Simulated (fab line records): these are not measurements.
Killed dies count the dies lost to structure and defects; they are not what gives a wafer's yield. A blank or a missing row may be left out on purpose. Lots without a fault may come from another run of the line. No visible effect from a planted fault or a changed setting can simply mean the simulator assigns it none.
Struck lot and sound lot, side by side | flow gf180mcu | 27 steps out of a route of 602
Sound: these wafers, L623.3, L623.4, L623.6. Struck: wafers L615.1, L615.2, L615.3. At the end, the cause is stated.
At each step with rows: each side's tool, then ch and its chambers, then its first start. Under that, the readings that differ: sound wafers | struck wafers | difference of the means | sigmas: that difference in standard deviations of wafers without a fault.
alike: a reading whose means differ by less than 2 such deviations, as well as words and numbers matching on both sides. not compared: withheld readings; readings where some wafer has no value; bounds like >300 that might hide an equal value; numbers whose values overlap and for which the record gives no deviation.
Wherever a step has rows on one side only, a row that says differs or no value, or a row with sigmas, the two part there. Numbers that don't overlap but have no deviation are shown without sigmas and don't part them. Lack of a reading on every wafer of one side parts them only where that side has two or more wafers.

GF_NWELL_STRIP_10: strips in O2/N2.
  sound on plasma-asher-01 ch 0,1, day 7 20:51; struck on plasma-asher-04 ch 0,1, day 6 02:10
  reading                      | sound             | struck            | difference | sigmas
  strip-time-to-endpoint-s (s) | 37.14 37.09 37.10 | 36.85 36.89 36.88 | -0.24      | -2
  alike: chamber-pressure-mTorr, drypump-motor-current-A, heater-power-w, oes-product-au
  not compared: rf-hours-counter-h
GF_NWELL_TW_MEAS_11:
  sound: film-metro-01 at day 7 20:56; struck: film-metro-01 at day 6 02:16
  alike: NWELL_TW
then, 7 steps without rows for these wafers: GF_LVPWELL_DEHYDRATE_00 (time 60 s); GF_LVPWELL_HMDS_01 (prime time 60 s); GF_LVPWELL_COAT_02 (resist thk 3000 nm); GF_LVPWELL_SOFTBAKE_03; GF_LVPWELL_EXPOSE_04 (exposes mask LVPWELL, target cd 600 nm); GF_LVPWELL_PEB_05; GF_LVPWELL_DEVELOP_06 (develop time 60 s).
GF_LVPWELL_OVL_MEAS_07:
  sound: overlay-02 at day 8 12:24; struck: overlay-01 at day 6 17:23
  alike: LVPWELL_OVL
then, 2 steps without rows for these wafers: GF_LVPWELL_IMPLANT_08; GF_LVPWELL_IMPLANT_09.
GF_LVPWELL_STRIP_10: strips in O2/N2.
  sound on plasma-asher-01 ch 0,1, day 8 12:46; struck on plasma-asher-02 ch 0,1, day 6 17:43
  no value came back on the struck wafers for any of 5 readings (chamber-pressure-mTorr (mTorr), drypump-motor-current-A (A) and others); on the sound wafers chamber-pressure-mTorr (mTorr) reads 1498.1 1501.4 1497.6
  reading                                   | sound | struck         | difference | sigmas
  model.coat_of_LVPWELL_COAT_02.thk-nm (nm) | 0 0 0 | 2986 2985 2983 | +2985      |
  not compared: rf-hours-counter-h
GF_LVPWELL_TW_MEAS_11:
  sound: film-metro-03 at day 8 12:50; struck: film-metro-04 at day 6 17:49
  reading    | sound       | struck      | difference | sigmas
  LVPWELL_TW | 574 573 577 | 559 556 560 | -16        | -3
then, 7 steps without rows for these wafers: GF_MVSD_DEHYDRATE_00 (time 60 s); GF_MVSD_HMDS_01 (prime time 60 s); GF_MVSD_COAT_02 (resist thk 3000 nm); GF_MVSD_SOFTBAKE_03; GF_MVSD_EXPOSE_04 (exposes mask MVSD, target cd 1000 nm); GF_MVSD_PEB_05; GF_MVSD_DEVELOP_06 (develop time 60 s).
GF_MVSD_OVL_MEAS_07:
  sound: overlay-01 at day 9 05:02; struck: overlay-02 at day 7 09:16
  alike: MVSD_OVL
then, 2 steps without rows for these wafers: GF_MVSD_IMPLANT_08; GF_MVSD_IMPLANT_09.
GF_MVSD_STRIP_10: strips in O2/N2.
  sound on plasma-asher-01 ch 0,1, day 9 05:24; struck on plasma-asher-01 ch 0,1, day 7 09:36
  reading                      | sound             | struck            | difference | sigmas
  oes-product-au (a.u.)        | 0.720 0.724 0.718 | 0.740 0.741 0.742 | +0.020     | +5
  strip-time-to-endpoint-s (s) | 36.97 36.96 37.09 | 81.13 81.08 80.84 | +44.01     | +99 or more
  alike: chamber-pressure-mTorr, drypump-motor-current-A, heater-power-w
  not compared: rf-hours-counter-h
GF_MVSD_TW_MEAS_11:
  sound: film-metro-04 at day 9 05:29; struck: film-metro-04 at day 7 09:42
  reading | sound          | struck   | difference | sigmas
  MVSD_TW | 1574 1569 1569 | 30 30 30 | -1541      | -96
then, 1 step without rows for these wafers: GF_MVPSD_DEHYDRATE_00 (time 60 s).

== WHERE THEY PART ==
At GF_NWELL_STRIP_10 first; at GF_MVSD_TW_MEAS_11 last (within this record only).

WHY: whatever the simulator had introduced
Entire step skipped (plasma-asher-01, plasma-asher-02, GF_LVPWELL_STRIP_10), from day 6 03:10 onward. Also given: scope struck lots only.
